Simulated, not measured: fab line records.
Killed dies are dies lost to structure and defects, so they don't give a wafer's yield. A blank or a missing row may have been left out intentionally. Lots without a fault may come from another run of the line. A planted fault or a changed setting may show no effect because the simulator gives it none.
A struck lot beside a sound one || flow sky130 || 17 steps out of a route of 708
Sound: the wafers L644.1, L644.4, L644.5. The struck wafers were L659.2, L659.3, L659.6. At the end, the cause is stated.
Per side, at each step with rows, come the tool, then ch with its chambers, and then its first start. Under that, the readings that differ: sound wafers || struck wafers || difference of the means || sigmas: that difference in standard deviations of wafers without a fault.
alike: readings whose means differ by less than 2 such deviations, and words and numbers that are the same on both sides. not compared: withheld readings, readings that some wafer has no value for, bounds like >300 that may hide the same value, and numbers for which the record gives no deviation and whose values overlap.
Wherever a step has rows on one side only, a row that says differs or no value, or a row with sigmas, the two part there. Numbers that have no deviation but don't overlap get no sigmas and don't part them. A reading missing from all wafers of one side parts the sides only when that side holds two or more wafers.

first, 3 steps without rows for these wafers: SKY_VT_ADJUST_NCORE_EXPOSE_04 (exposes mask LVTN COMPLEMENT THIN, target cd 380 nm); SKY_VT_ADJUST_NCORE_PEB_05; SKY_VT_ADJUST_NCORE_DEVELOP_06 (develop time 60 s).
SKY_VT_ADJUST_NCORE_CD_MEAS_07 targets a cd of 380 nm.
  sound on cdSem-02, day 8 21:26; struck on cdSem-02, day 13 09:47
{"reading": "cdNm (nm)", "sound": "382.7 383.5 383.3", "struck": "374.7 377.0 376.9", "difference": -7.0, "sigmas": -3}
SKY_VT_ADJUST_NCORE_OVL_MEAS_08:
  sound on overlay-01, day 8 21:34; struck on overlay-01, day 13 09:53
  alike: VT_ADJUST_NCORE_OVL
next, for these wafers, 1 step has no rows: SKY_VT_ADJUST_NCORE_IMPLANT_09.
SKY_VT_ADJUST_NCORE_STRIP_10: strips in O2/N2.
  sound on plasmaAsher-02 ch 0,1, day 8 21:45; struck on plasmaAsher-02 ch 0,1, day 13 10:04
  alike: drypumpMotorCurrentA, oesProductAu, stripTimeToEndpointS
  not compared: rfHoursCounterH
SKY_VT_ADJUST_NCORE_TW_MEAS_11:
  sound on filmMetro-03, day 8 21:54; struck on filmMetro-02, day 13 10:10
  alike: VT_ADJUST_NCORE_TW
then, 4 steps without rows for these wafers: SKY_VT_ADJUST_HVTR_DEHYDRATE_00 (time 60 s); SKY_VT_ADJUST_HVTR_HMDS_01 (prime time 60 s); SKY_VT_ADJUST_HVTR_COAT_02 (resist thk 1140 nm); SKY_VT_ADJUST_HVTR_SOFTBAKE_03 (time 60 s).
SKY_VT_ADJUST_HVTR_EXPOSE_04: exposes mask HVTRM, target cd 380 nm.
  sound on ilineStepper-01 ch 0, day 9 08:24; struck on ilineStepper-02 ch 0, day 13 22:45
  alike: mask, reticleTempC, stageVelMmS
then, 2 steps without rows for these wafers: SKY_VT_ADJUST_HVTR_PEB_05; SKY_VT_ADJUST_HVTR_DEVELOP_06 (develop time 60 s).
SKY_VT_ADJUST_HVTR_CD_MEAS_07 targets a cd of 380 nm.
  sound on cdSem-01, day 9 19:07; struck on cdSem-01, day 14 10:59
{"reading": "cdNm (nm)", "sound": "381 381 382", "struck": "353 373 349", "difference": -23, "sigmas": -7}
SKY_VT_ADJUST_HVTR_OVL_MEAS_08:
  sound on overlay-02, day 9 19:14; struck on overlay-01, day 14 11:05
  alike: VT_ADJUST_HVTR_OVL

WHERE THEY PART
Last at SKY_VT_ADJUST_HVTR_CD_MEAS_07 as far as this record goes, first at SKY_VT_ADJUST_NCORE_CD_MEAS_07. Later steps at which nothing parts them and some readings are alike: SKY_VT_ADJUST_HVTR_OVL_MEAS_08.

WHY: what the simulator had put in
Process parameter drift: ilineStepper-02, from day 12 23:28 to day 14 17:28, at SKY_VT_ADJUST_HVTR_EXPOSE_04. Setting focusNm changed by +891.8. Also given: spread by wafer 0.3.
